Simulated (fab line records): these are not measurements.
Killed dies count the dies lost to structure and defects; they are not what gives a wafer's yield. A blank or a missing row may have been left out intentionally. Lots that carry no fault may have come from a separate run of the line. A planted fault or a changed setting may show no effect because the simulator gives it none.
Which of the tools did it?    flow sky130    11 lots with 33 wafers sampled at 5 steps, on a route of 708 steps

== WHAT THE GAUGES SHOWED, per wafer ==
SKY_VT_ADJUST_HVTR_TW_MEAS_11.
lot   measured      on            VT_ADJUST_HVTR_TW
L436  day 9 13:38   filmMetro-01  210.8 211.2 210.5
L439  day 10 19:31  filmMetro-02  209.9 209.7 209.4
L440  day 11 06:47  filmMetro-02  209.7 210.3 209.9
L441  day 11 11:26  filmMetro-01  212.6 211.2 212.7
L442  day 11 13:58  filmMetro-01  211.4 211.6 211.8
L443  day 11 21:33  filmMetro-01  212.8 211.3 211.6
L445  day 12 16:16  filmMetro-04  213.1 211.8 213.1
L446  day 12 18:13  filmMetro-04  213.1 213.6 212.4
L456  day 15 22:16  filmMetro-02  210.6 210.3 210.2
L457  day 16 06:35  filmMetro-02  209.9 209.8 209.6
L458  day 16 10:40  filmMetro-04  212.6 213.8 211.8

SKY_SONOS_TUNNEL_CD_MEAS_07 targets a cd of 410 nm.
lot   measured      on        cdNm (nm)
L436  day 11 12:21  cdSem-01  406.8 405.0 407.0
L439  day 12 19:21  cdSem-02  409.0 410.0 408.4
L440  day 13 07:13  cdSem-02  406.8 405.0 405.0
L441  day 13 11:56  cdSem-02  413.9 414.7 412.3
L442  day 13 15:02  cdSem-01  408.6 409.0 410.3
L443  day 14 00:04  cdSem-01  412.2 413.5 408.8
L445  day 14 18:28  cdSem-01  408.8 409.9 410.8
L446  day 14 20:19  cdSem-01  409.5 410.7 411.1
L456  day 18 07:04  cdSem-01  409.1 408.7 409.1
L457  day 18 15:30  cdSem-01  406.6 405.8 408.9
L458  day 18 20:14  cdSem-02  406.6 405.8 406.3

SKY_SONOS_ONO_THK_MEAS_01.
lot   measured      on            SONOS_ONO_OXIDATION_THK (nm)
L436  day 11 15:34  filmMetro-03  2.55 2.64 2.60
L439  day 12 21:20  filmMetro-01  2.65 2.69 2.66
L440  day 13 09:59  filmMetro-01  2.66 2.70 2.64
L441  day 13 14:11  filmMetro-03  2.62 2.60 2.58
L442  day 13 19:58  filmMetro-02  2.54 2.57 2.56
L443  day 14 05:20  filmMetro-02  2.63 2.61 2.60
L445  day 14 23:34  filmMetro-02  2.58 2.54 2.61
L446  day 14 23:35  filmMetro-01  2.54 2.56 2.60
L456  day 18 09:51  filmMetro-03  3.11 3.09 3.06
L457  day 18 17:31  filmMetro-03  3.09 3.10 3.12
L458  day 18 22:13  filmMetro-01  2.63 2.60 2.53

== EACH LOT AND THE TOOL THAT RAN IT (in order: tool; ch and the chambers of the sampled wafers; start) ==
lot   SKY_VT_ADJUST_PCH_STRIP_09           SKY_SONOS_ONO_OXIDATION_00
L436  plasmaAsher-03 ch 0,1, day 10 13:01  furnace-01 ch 0, day 11 14:12
L439  plasmaAsher-03 ch 1, day 11 19:07    furnace-01 ch 0, day 12 19:59
L440  plasmaAsher-03 ch 0,1, day 12 06:20  furnace-01 ch 0, day 13 08:38
L441  plasmaAsher-01 ch 0,1, day 12 11:14  furnace-02 ch 0, day 13 12:50
L442  plasmaAsher-02 ch 0,1, day 12 13:56  furnace-02 ch 0, day 13 18:37
L443  plasmaAsher-03 ch 0,1, day 12 22:28  furnace-01 ch 0, day 14 03:58
L445  plasmaAsher-03 ch 0, day 13 17:11    furnace-01 ch 0, day 14 22:13
L446  plasmaAsher-03 ch 0,1, day 13 19:44  furnace-01 ch 0, day 14 22:13
L456  plasmaAsher-01 ch 0,1, day 17 02:20  furnace-01 ch 0, day 18 08:29
L457  plasmaAsher-01 ch 0,1, day 17 10:19  furnace-01 ch 0, day 18 16:10
L458  plasmaAsher-01 ch 0,1, day 17 14:43  furnace-02 ch 0, day 18 20:50
- SKY_VT_ADJUST_PCH_STRIP_09: strips in O2/N2.
- SKY_SONOS_ONO_OXIDATION_00: stabilise 600 s, purge 300 s, target thk 2.6 nm.

== WHAT THE TOOLS THEMSELVES READ (means of the sampled wafers that have a number; where no wafer has one, the mark that the record gives instead) ==
SKY_VT_ADJUST_PCH_STRIP_09.
lot   tool            drypumpMotorCurrentA (A)  oesProductAu (a.u.)  stripTimeToEndpointS (s)
L436  plasmaAsher-03  5.0                       0.721                36.94
L439  plasmaAsher-03  5.5                       0.718                37.04
L440  plasmaAsher-03  5.0                       0.725                37.10
L441  plasmaAsher-01  5.3                       0.721                36.92
L442  plasmaAsher-02  6.1                       0.725                36.91
L443  plasmaAsher-03  5.0                       0.722                37.02
L445  plasmaAsher-03  4.8                       0.722                37.03
L446  plasmaAsher-03  5.3                       0.719                37.03
L456  plasmaAsher-01  5.3                       0.721                36.99
L457  plasmaAsher-01  5.3                       0.723                37.09
L458  plasmaAsher-01  5.3                       0.725                36.96

SKY_SONOS_ONO_OXIDATION_00.
lot   tool        spikeTcBottomC (C)  spikeTcCentreC (C)  spikeTcLowerC (C)  spikeTcTopC (C)  spikeTcUpperC (C)  tubeCenterTempC (C)  tube_center_temp_C_max  zonePowerCentrePct (%)
L436  furnace-01  822.6               799.1               799.7              813.8            798.4              799.99               801.8                   13.71
L439  furnace-01  821.9               800.0               801.6              814.8            799.2              800.00               801.9                   13.56
L440  furnace-01  822.9               801.2               801.8              814.6            799.7              800.02               801.9                   13.73
L441  furnace-02  817.2               800.5               799.8              813.5            800.9              799.98               802.2                   13.37
L442  furnace-02  816.8               800.7               799.6              812.2            800.3              799.95               802.3                   13.34
L443  furnace-01  822.6               800.0               801.9              814.5            798.6              799.99               802.0                   13.44
L445  furnace-01  821.1               800.1               801.4              814.5            799.6              800.05               802.2                   13.49
L446  furnace-01  822.4               800.7               801.8              814.8            799.5              799.98               802.1                   13.60
L456  furnace-01  834.9               812.7               813.3              826.3            810.6              812.01               813.8                   14.04
L457  furnace-01  834.3               812.2               813.6              827.5            811.1              812.05               814.6                   14.15
L458  furnace-02  817.1               799.7               799.8              813.5            800.8              799.96               802.5                   13.27

== THE ANSWER, worked out from the rows above alone ==
Rule: usual is defined by the lots themselves. The widest of any qualifying gaps counts: lots, ordered by their means at a reading, are off when they make up no more than a third of the lots, leave a main group of 4 or more, and stand apart from it by 3 or more times the standard deviation of that group's means. If all means in a main group match to the digits the tables above print for the reading, that group is not used. Also off: a lot with no number at a reading for which 4 or more lots have one. Any other lot the step has rows for is counted as sound. Order of review: gauges by route order, followed by the tools' own readings, for which a lot's mean as printed above is used. At the first step where some lot is off, the reading lying furthest off is the one used; lots without a number count as furthest.
Off: L456, L457, seen at SKY_SONOS_ONO_THK_MEAS_01 (SONOS_ONO_OXIDATION_THK). Mean 2.60 nm and standard deviation 0.038 in the main group.
If a tool, at a process step before that reading, ran all the lots that are off and no sound lot after the first of them, it fits. The gauges at SKY_SONOS_ONO_THK_MEAS_01 aren't tried: what is off there is off at SKY_SONOS_ONO_OXIDATION_00 too, on other tools, and a gauge's error can't cause that. One fits: furnace-01 at SKY_SONOS_ONO_OXIDATION_00. A fault onset in the window from L445 (day 14 22:13, its last sound lot) to L456 (day 18 08:29, its first lot off) fits.
The tool's own readings at SKY_SONOS_ONO_OXIDATION_00 bear it out: on the lots that are off they differ by more than 5 times the standard deviation of the sound lots' means. spikeTcBottomC reads 834.6 C there against 820.5 C on the sound lots; spikeTcCentreC reads 812.5 C there against 800.2 C on the sound lots; spikeTcLowerC reads 813.5 C there against 800.8 C on the sound lots; spikeTcTopC reads 826.9 C there against 814.0 C on the sound lots; spikeTcUpperC reads 810.9 C there against 799.7 C on the sound lots; tubeCenterTempC reads 812.03 C there against 799.99 C on the sound lots; tube_center_temp_C_max reads 814.2 there against 802.1 on the sound lots.

== WHAT THE SIMULATOR HAD INSERTED ==
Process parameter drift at SKY_SONOS_ONO_OXIDATION_00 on furnace-01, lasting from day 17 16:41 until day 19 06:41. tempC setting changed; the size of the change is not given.
Struck lots among those shown: L456, L457. Same finding as the rule above.
